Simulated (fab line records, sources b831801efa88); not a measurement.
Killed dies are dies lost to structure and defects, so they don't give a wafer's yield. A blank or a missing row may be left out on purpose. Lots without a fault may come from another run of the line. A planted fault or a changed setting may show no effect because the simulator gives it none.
A struck lot beside a sound one | flow sky130 | 19 steps out of a route of 708
Sound: wafers L350.1, L350.3, L350.6. Struck: wafers L361.1, L361.5, L361.6. The cause comes at the end.
At each step with rows: each side's tool, then ch and its chambers, then its first start. Under that, the readings that differ: sound wafers | struck wafers | difference of the means | sigmas: that difference in standard deviations of wafers without a fault.
alike: readings whose means differ by less than 2 such deviations, and words and numbers that are the same on both sides. not compared: withheld readings, readings that some wafer has no value for, bounds like >300 that may hide the same value, and numbers for which the record gives no deviation and whose values overlap.
The two part at a step that has a row with sigmas, a row that says differs or no value, or rows on one side only. Numbers that don't overlap but have no deviation are shown without sigmas and don't part them. A reading that every wafer of one side lacks parts them only if that side has two wafers or more.

first, 1 step without rows for these wafers: SKY_VIA4_CMP_21 (polishes, stops on SiO2, t overpolish 25 s, target thk 0 nm).
SKY_METAL5_SPUTTER_00: material Ti, target thk 15 nm, time 10 s.
  sound on pvd_sputter-03, day 42 22:52; struck on pvd_sputter-01, day 46 03:29
  reading                | sound          | struck         | difference | sigmas
  throttle_valve_pct (%) | 30.6 31.7 32.0 | 29.3 29.6 30.0 | -1.8       | -2
SKY_METAL5_SPUTTER_01: material TiN, target thk 20 nm, time 16.7 s.
  sound on pvd_sputter-03, day 42 22:53; struck on pvd_sputter-01, day 46 03:30
  reading                | sound          | struck         | difference | sigmas
  throttle_valve_pct (%) | 30.4 32.2 31.8 | 29.3 29.3 29.6 | -2.1       | -2
then, 1 step without rows for these wafers: SKY_METAL5_SPUTTER_02 (material AlCu, target thk 1150 nm, time 61.2 s).
SKY_METAL5_SPUTTER_03: material Ti, target thk 5 nm, time 3.393 s.
  sound on pvd_sputter-03, day 42 22:58; struck on pvd_sputter-01, day 46 03:35
  reading                | sound          | struck         | difference | sigmas
  throttle_valve_pct (%) | 30.5 32.1 32.0 | 29.4 29.2 29.8 | -2.1       | -2
SKY_METAL5_SPUTTER_04: material TiN, target thk 70 nm, time 58.3 s.
  sound on pvd_sputter-03, day 42 22:59; struck on pvd_sputter-01, day 46 03:36
  reading                | sound          | struck         | difference | sigmas
  throttle_valve_pct (%) | 30.4 32.1 32.1 | 29.4 29.4 29.7 | -2.0       | -2
SKY_METAL5_RS_MEAS_05: measures by four-point-probe.
  sound on film_metro-03, day 42 23:03; struck on film_metro-03, day 46 03:39
  alike: METAL5_ALCU_RS
SKY_METAL5_THK_MEAS_06: measures by xrf.
  sound on film_metro-03, day 42 23:10; struck on film_metro-03, day 46 03:46
  alike: METAL5_ALCU_THK
then, 4 steps without rows for these wafers: SKY_METAL5_DEHYDRATE_07 (time 60 s); SKY_METAL5_HMDS_08 (prime time 60 s); SKY_METAL5_COAT_09 (resist thk 1800 nm); SKY_METAL5_SOFTBAKE_10 (time 60 s).
SKY_METAL5_EXPOSE_11: exposes mask MM5, target cd 1600 nm.
  sound on iline_stepper-02 ch 0, day 43 10:38; struck on iline_stepper-01 ch 0, day 46 14:53
  reading              | sound                | struck               | difference | sigmas
  exposure_dose_mJ_cm2 | 189.82 189.86 189.91 | 173.13 173.15 172.96 | -16.78     | -99
  alike: mask
then, 2 steps without rows for these wafers: SKY_METAL5_PEB_12; SKY_METAL5_DEVELOP_13 (develop time 60 s).
SKY_METAL5_DESCUM_14: chemistry O2, time 11 s.
  sound on rie_metal-01 ch 0,1, day 43 21:49; struck on rie_metal-01 ch 0,1, day 47 00:08
  reading                 | sound          | struck         | difference | sigmas
  model.METAL5.cd_nm (nm) | 1600 1599 1595 | 1625 1625 1626 | +27        |
  alike: drypump_motor_current_A, oes_product_au
  not compared: rf_hours_counter_h
SKY_METAL5_METAL_ETCH_15: etches the open film in Cl2/BCl3, stops on SiO2, target depth 1260 nm, time 252 s.
  sound on rie_metal-01 ch 0,1, day 43 21:50; struck on rie_metal-01 ch 0,1, day 47 00:10
  reading                 | sound          | struck         | difference | sigmas
  model.METAL5.cd_nm (nm) | 1592 1596 1593 | 1625 1626 1620 | +30        |
  alike: drypump_motor_current_A, oes_product_au, throttle_valve_pct
  not compared: rf_hours_counter_h
SKY_METAL5_STRIP_16: strips in O2/N2.
  sound on plasma_asher-04 ch 0,1, day 43 22:05; struck on plasma_asher-03 ch 0,1, day 47 00:25
  alike: drypump_motor_current_A, oes_product_au, strip_time_to_endpoint_s
  not compared: rf_hours_counter_h
SKY_PAD_OPEN_PROBE_99:
  sound on prober-01, day 45 19:42; struck on prober-01, day 48 17:25
  reading                        | sound          | struck         | difference | sigmas
  model.etest.met5.width_nm (nm) | 1592 1595 1594 | 1626 1624 1618 | +29        |
  alike: defect_limited_yield, killed_at_M0_to_M3, killed_at_M4_up, killed_at_contacts, killed_at_front_end, killed_at_other, killed_dies, killed_open, killed_short, sort_bin_3_pad_short, sort_bin_5_function, sort_bin_6_memory, sort_n_pass, sort_yield_pct

WHERE THEY PART
First at SKY_METAL5_SPUTTER_00; last, within this record, at SKY_METAL5_EXPOSE_11. Later steps at which nothing parts them and some readings are alike: SKY_METAL5_DESCUM_14, SKY_METAL5_METAL_ETCH_15, SKY_METAL5_STRIP_16, SKY_PAD_OPEN_PROBE_99.

WHY: what the simulator had put in
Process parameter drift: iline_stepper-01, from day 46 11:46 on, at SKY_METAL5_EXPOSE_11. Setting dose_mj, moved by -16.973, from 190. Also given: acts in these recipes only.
